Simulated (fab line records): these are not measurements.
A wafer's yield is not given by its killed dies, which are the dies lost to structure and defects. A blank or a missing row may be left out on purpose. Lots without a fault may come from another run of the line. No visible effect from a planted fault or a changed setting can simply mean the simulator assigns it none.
Problem report, 8D (eight disciplines) form, completed by code    flow sky130    the parts of the form that need people (team, actions taken, sign-off) are left out

== 1. THE PROBLEM ==
Wafers free of any fault read 564 nm (standard deviation 5.6) for CONTACT_HDPCVD_THK at SKY_CONTACT_THK_MEAS_03, against a mean of 298 nm on 2 wafers of 2 lots. Relative to the usual mean, that is a shift of -48 standard deviations.
First observed at day 39 11:48: wafer L795.6, on film_metro-02. Wafers with a number at this step in the record: 42, from 14 lots. Rule for "out" (also "out of limits"): further than 4 standard deviations from the usual mean. The other wafers with a number count as sound.

== 2. WHAT IT IS, WHAT IT ISN'T ==
question                     is                            is not
which readings at this step  CONTACT_HDPCVD_THK            -
which lots                   L795, L797                    L774, L775, L776, L778, L780, L781, L782, L783, L784, L785, L788, L792
which wafers of those lots   L795.6, L797.1                L795.4, L795.5, L797.3, L797.4
read on which gauges         film_metro-01, film_metro-02  film_metro-04
when                         from day 39 11:48             up to then (38 sound wafers); but 2 sound wafers of L797 came after

== 3. THE SUSPECTS, EACH WITH WHAT RULES IT OUT ==
Counting: if a tool at a process step up to the reading ran every lot that is out, it stays a suspect. Sound lots after the first of them don't rule it out here, since some wafers of a struck lot are sound.
- the gauge at SKY_CONTACT_THK_MEAS_03 has been ruled out. The wafers that are out were read on 2 gauges (film_metro-01, film_metro-02).
- hdpcvd-01 at SKY_CONTACT_HDPCVD_02 (deposits SiO2, target thk 565 nm, time 94.2 s): kept. It ran every lot that is out, first L795 (day 39 11:44); its last sound lot up to then is L785 (day 33 09:46).
The count leaves hdpcvd-01 at SKY_CONTACT_HDPCVD_02.

== 4. THE CAUSE (what the simulator had put in) ==
hdpcvd-01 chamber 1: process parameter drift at SKY_CONTACT_HDPCVD_02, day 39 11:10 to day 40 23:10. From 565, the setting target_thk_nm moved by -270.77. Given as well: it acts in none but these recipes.
Only this tool survived the counting.

== 5. THE CHAIN OF EFFECTS, in route order ==
One row per reading whose mean, taken over the struck wafers that have a number, lies over 3 standard deviations from the usual. Only readings whose record carries a usual standard deviation are examined. hours: median over the lots of the time between each lot's start at the first step of this table that gives one and its start at this step. sigmas: the change, counted in usual standard deviations.
hours  step                     reading             usual       on struck wafers  change  sigmas
0      SKY_CONTACT_THK_MEAS_03  CONTACT_HDPCVD_THK  564 nm      298               -266    -48
0      SKY_CONTACT_CMP_04       time_to_endpoint_s  83 s        52                -31     -5.1
26     SKY_CONTACT_ETCH_17      oes_product_au      0.892 a.u.  0.829             -0.064  -12
Process steps it contains:
- SKY_CONTACT_CMP_04: polishes SiO2.
- SKY_CONTACT_ETCH_17: etches SiO2 in C4F8/O2/Ar, stops on Si3N4, target depth 340 nm.
Later measuring or inspecting steps at which every struck wafer that the step has a row for has a number for every such reading, and none has moved that far: SKY_CONTACT_CD_MEAS_14, SKY_CONTACT_RS_MEAS_25.

== 6. WHAT WOULD HAVE CAUGHT IT SOONER ==
In this record the first reading out of limits at a measuring or inspecting step was taken at day 39 11:48, 1 hour after the fault began at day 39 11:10.
L797, from the lots that are out (2), started SKY_CONTACT_HDPCVD_02 on hdpcvd-01 later than day 39 11:48. Had the tool been put on hold then, it would have been spared.
